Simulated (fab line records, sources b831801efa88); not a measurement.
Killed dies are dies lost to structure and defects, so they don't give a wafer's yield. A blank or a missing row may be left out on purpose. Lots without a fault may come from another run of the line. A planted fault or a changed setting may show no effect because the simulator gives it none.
A struck lot beside a sound one | flow sfq_line | 14 steps out of a route of 325
Sound: wafers L750.2, L750.5, L750.6. Struck: wafer L743.1. (L743.2 of the same lot was not struck and is left out.) The cause comes at the end.
At each step with rows: each side's tool, then ch and its chambers, then its first start. Under that, the readings that differ: sound wafers | struck wafers | difference of the means | sigmas: that difference in standard deviations of wafers without a fault.
alike: readings whose means differ by less than 2 such deviations, and words and numbers that are the same on both sides. not compared: withheld readings, readings that some wafer has no value for, bounds like >300 that may hide the same value, and numbers for which the record gives no deviation and whose values overlap.
The two part at a step that has a row with sigmas, a row that says differs or no value, or rows on one side only. Numbers that don't overlap but have no deviation are shown without sigmas and don't part them. A reading that every wafer of one side lacks parts them only if that side has two wafers or more.

first, 6 steps without rows for these wafers: SFQ_TRILAYER_M2_LITHO_COAT_062 (resist thk 62 nm); SFQ_TRILAYER_M2_LITHO_COAT_057 (resist thk 600 nm); SFQ_TRILAYER_M2_LITHO_SOFTBAKE_061; SFQ_TRILAYER_M2_LITHO_EXPOSE_058 (exposes mask M2, target cd 500 nm); SFQ_TRILAYER_M2_LITHO_PEB_060 (peb time 60 s); SFQ_TRILAYER_M2_LITHO_DEVELOP_059 (time 60 s).
SFQ_M2_OVL_MEAS_916:
  sound on overlay-01, day 31 18:04; struck on overlay-01, day 30 18:13
  alike: M2_OVL
SFQ_TRILAYER_M2_BARC_OPEN_METAL_ETCH_077: etches BARC in O2, target depth 125 nm, time 41.7 s.
  sound on rie_metal-04 ch 0,1, day 31 18:06; struck on rie_metal-01 ch 1, day 30 18:16
  alike: drypump_motor_current_A, oes_product_au
  not compared: rf_hours_counter_h
SFQ_TRILAYER_M2_ETCH_METAL_ETCH_060: etches Nb in Cl2/Ar, stops on SiO2, target depth 240 nm, time 120 s.
  sound on rie_metal-04 ch 0,1, day 31 18:10; struck on rie_metal-01 ch 1, day 30 18:19
  alike: drypump_motor_current_A, oes_product_au
  not compared: rf_hours_counter_h
SFQ_TRILAYER_M2_STRIP_STRIP_061: strips in O2.
  sound on rie_metal-04 ch 0,1, day 31 18:17; struck on rie_metal-01 ch 1, day 30 18:26
  alike: drypump_motor_current_A, oes_product_au
  not compared: rf_hours_counter_h
then, 1 step without rows for these wafers: SFQ_TRILAYER_M2_STRIP_SOLV_CLEAN_062 (cleans in NMP, time 600 s).
SFQ_TRILAYER_I2_DEP_PECVD_063: deposits SiO2 from SiH4/N2O, time 111.11 s, target thk 500 nm.
  sound on pecvd-03 ch 0,2, day 31 19:04; struck on pecvd-02 ch 0, day 30 19:13
  reading                                             | sound             | struck | difference | sigmas
  run_length_s (s)                                    | 138.7 139.2 138.4 | 124.7  | -14.1      | -23
  model.SiO2_of_TRILAYER_I2_DEP_PECVD_063.thk_nm (nm) | 499.5 506.4 507.9 | 443.3  | -61.3      |
  alike: heater_power_w, throttle_valve_pct
SFQ_TRILAYER_I2_CMP_CMP_064: polishes SiO2.
  sound on cmp-02 ch 1,2, day 31 20:29; struck on cmp-01 ch 1, day 30 21:59
  reading                | sound        | struck | difference | sigmas
  motor_current_A (A)    | 9.1 8.8 10.1 | 11.5   | +2.2       | +3
  time_to_endpoint_s (s) | 214 223 224  | 170    | -50        | -7
  alike: slurry_flow_ml_min
SFQ_I2_BOW_MEAS_917:
  sound on film_metro-01, day 31 23:31; struck on film_metro-02, day 30 23:29
  alike: I2_BOW

WHERE THEY PART
First at SFQ_TRILAYER_I2_DEP_PECVD_063; last, within this record, at SFQ_TRILAYER_I2_CMP_CMP_064. Later steps at which nothing parts them and some readings are alike: SFQ_I2_BOW_MEAS_917.

WHY: what the simulator had put in
Process parameter drift: pecvd-02, from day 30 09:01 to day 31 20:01, at SFQ_TRILAYER_I2_DEP_PECVD_063. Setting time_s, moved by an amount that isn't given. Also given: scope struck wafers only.
